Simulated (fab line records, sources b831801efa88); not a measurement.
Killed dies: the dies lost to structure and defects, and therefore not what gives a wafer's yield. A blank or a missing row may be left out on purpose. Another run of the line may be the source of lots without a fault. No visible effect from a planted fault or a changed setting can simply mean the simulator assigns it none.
A struck lot beside a sound one	flow gf180mcu	37 steps out of a route of 602
Sound: these wafers, L178.3, L178.4, L178.5. Wafers struck: L197.3, L197.4. The cause is given at the end.
For every step that has rows: the tool of each side, followed by ch and its chambers, followed by its first start. Under that, the readings that differ: sound wafers	struck wafers	difference of the means	sigmas: that difference in standard deviations of wafers without a fault.
alike: a reading whose means differ by less than 2 such deviations, as well as words and numbers matching on both sides. not compared: withheld readings; readings where some wafer has no value; bounds like >300 that might hide an equal value; numbers whose values overlap and for which the record gives no deviation.
Wherever a step has rows on one side only, a row that says differs or no value, or a row with sigmas, the two part there. Numbers that have no deviation but don't overlap get no sigmas and don't part them. A reading missing from all wafers of one side parts the sides only when that side holds two or more wafers.

first, 2 steps without rows for these wafers: GF_M4_PEB_12 (peb time 90 s); GF_M4_DEVELOP_13 (develop time 60 s).
GF_M4_CD_MEAS_14 targets a cd of 280 nm.
  sound on cd sem-01, day 24 16:56; struck on cd sem-02, day 30 08:17
reading	sound	struck	difference	sigmas
cd nm (nm)	277.4 275.8 275.6	279.4 280.1	+3.5	+2
GF_M4_OVL_MEAS_15:
  sound on overlay-01, day 24 17:02; struck on overlay-01, day 30 08:23
  alike: M4_OVL
GF_M4_METAL_ETCH_16: etches the open film in Cl2/BCl3, stops on SiO2, target depth 750.8 nm, time 125.1 s.
  sound on rie metal-01 ch 0,1, day 24 17:06; struck on rie metal-03 ch 0,1, day 30 08:27
  alike: bias w, drypump motor current A, mfc cl2 sccm, oes product au, throttle valve pct
  not compared: rf hours counter h
then, 4 steps without rows for these wafers: GF_M4_STRIP_17 (strips in O2/N2); GF_M4_STRIP_18 (strips in post etch residue remover, time 1200 s); GF_M4_CLEAN_19 (cleans in DIW); GF_V4_CVD_00 (deposits SiO2, target thk 600 nm, time 100 s).
GF_V4_THK_MEAS_01:
  sound on film metro-02, day 24 18:09; struck on film metro-03, day 30 09:10
  alike: V4_CVD_00_THK
then, 1 step without rows for these wafers: GF_V4_CVD_02 (deposits SiO2 from TEOS, target thk 850 nm, time 94.851 s).
GF_V4_THK_MEAS_03:
  sound on film metro-03, day 24 18:17; struck on film metro-02, day 30 09:17
  alike: V4_CVD_02_THK
GF_V4_CMP_04: polishes SiO2.
  sound on cmp-02 ch 1,2,3, day 24 18:22; struck on cmp-02 ch 1,3, day 30 09:23
reading	sound	struck	difference	sigmas
time to endpoint s (s)	84 79 87	57 69	-20	-3
model.SiO2_of_V4_CVD_02.thk nm (nm)	634.7 631 633.9	694.4 696.6	+62.3	
  alike: motor current A, retaining ring pressure frac, slurry flow ml min
GF_V4_BOW_MEAS_05:
  sound on film metro-02, day 24 18:40; struck on film metro-03, day 30 09:40
  alike: V4_BOW
then, 8 steps without rows for these wafers: GF_V4_DEHYDRATE_06 (time 60 s); GF_V4_HMDS_07 (prime time 60 s); GF_V4_COAT_08; GF_V4_COAT_09 (resist thk 1000 nm); GF_V4_SOFTBAKE_10 (time 60 s); GF_V4_EXPOSE_11 (exposes mask Via4, target cd 260 nm); GF_V4_PEB_12 (peb time 90 s); GF_V4_DEVELOP_13 (develop time 60 s).
GF_V4_CD_MEAS_14 targets a cd of 260 nm.
  sound on cd sem-01, day 25 17:13; struck on cd sem-02, day 31 03:35
reading	sound	struck	difference	sigmas
cd nm (nm)	259.4 259.0 258.2	263.2 262.5	+4.0	+3
GF_V4_OVL_MEAS_15:
  sound on overlay-02, day 25 17:19; struck on overlay-02, day 31 03:41
  alike: V4_OVL
then, 1 step without rows for these wafers: GF_V4_ETCH_16 (etches BARC in N2/H2).
GF_V4_ETCH_17: etches SiO2 in C4F8/O2/Ar, stops on TiN, target depth 630 nm.
  sound on rie diel-01 ch 0,3; struck on rie diel-01 ch 2,3
reading	sound	struck	difference	sigmas
oes product au (a.u.)	0.857 0.845 0.852	0.901 0.900	+0.049	+10
model.etch.depth nm (nm)	634.7 631 633.9	694.4 696.6	+62.3	
model.V4.feature depth nm (nm)	634.7 631 633.9	694.4 696.6	+62.3	
  alike: bias w
GF_V4_STRIP_18: strips in O2/N2.
  sound on plasma asher-01 ch 0,1, day 25 17:30; struck on plasma asher-04 ch 0,1, day 31 03:52
  alike: drypump motor current A, heater power w, oes product au
  not compared: rf hours counter h
then, 2 steps without rows for these wafers: GF_V4_STRIP_19 (strips in post etch residue remover, time 1200 s); GF_V4_CLEAN_20 (cleans in DIW).
GF_V4_SPUTTER_21: material Ti, target thk 15 nm, time 80.02 s.
  sound on pvd sputter-01, day 25 18:07; struck on pvd sputter-04, day 31 04:23
  alike: throttle valve pct
then, 1 step without rows for these wafers: GF_V4_SPUTTER_22 (material TiN, target thk 10 nm, time 40 s).
GF_V4_CVD_23: deposits W, target thk 350 nm, time 104.9 s.
  sound on cvd w-02 ch 0,1, day 25 18:15; struck on cvd w-02 ch 0,1, day 31 04:31
  alike: heater power w, susceptor temp C
GF_V4_RS_MEAS_24: measures by four-point-probe.
  sound on film metro-04, day 25 18:22; struck on film metro-02, day 31 04:38
  alike: V4_W_RS
GF_V4_THK_MEAS_25: measures by xrf.
  sound on film metro-04, day 25 18:28; struck on film metro-02, day 31 04:44
  alike: V4_W_THK
GF_V4_CMP_26: polishes, stops on SiO2, t overpolish 15 s, target thk 0 nm.
  sound on cmp-01 ch 0,1,3, day 25 18:36; struck on cmp-02 ch 1,2, day 31 04:52
reading	sound	struck	difference	sigmas
model.SiO2_of_V4_CVD_02.thk nm (nm)	630.9 627.2 630.1	690.7 692.8	+62.4	
  alike: motor current A, retaining ring pressure frac, slurry flow ml min
GF_MIM_SPUTTER_00: material Ti, target thk 37.5 nm, time 150 s.
  sound on pvd sputter-04, day 25 18:48; struck on pvd sputter-03, day 31 05:04
  alike: throttle valve pct
GF_PASSIVATION_PROBE_99:
  the record holds rows for the sound wafers here (prober-01, day 30 05:16) but none for the struck ones

WHERE THEY PART
At GF_M4_CD_MEAS_14 first; at GF_PASSIVATION_PROBE_99 last (within this record only).

WHY: whatever the simulator had introduced
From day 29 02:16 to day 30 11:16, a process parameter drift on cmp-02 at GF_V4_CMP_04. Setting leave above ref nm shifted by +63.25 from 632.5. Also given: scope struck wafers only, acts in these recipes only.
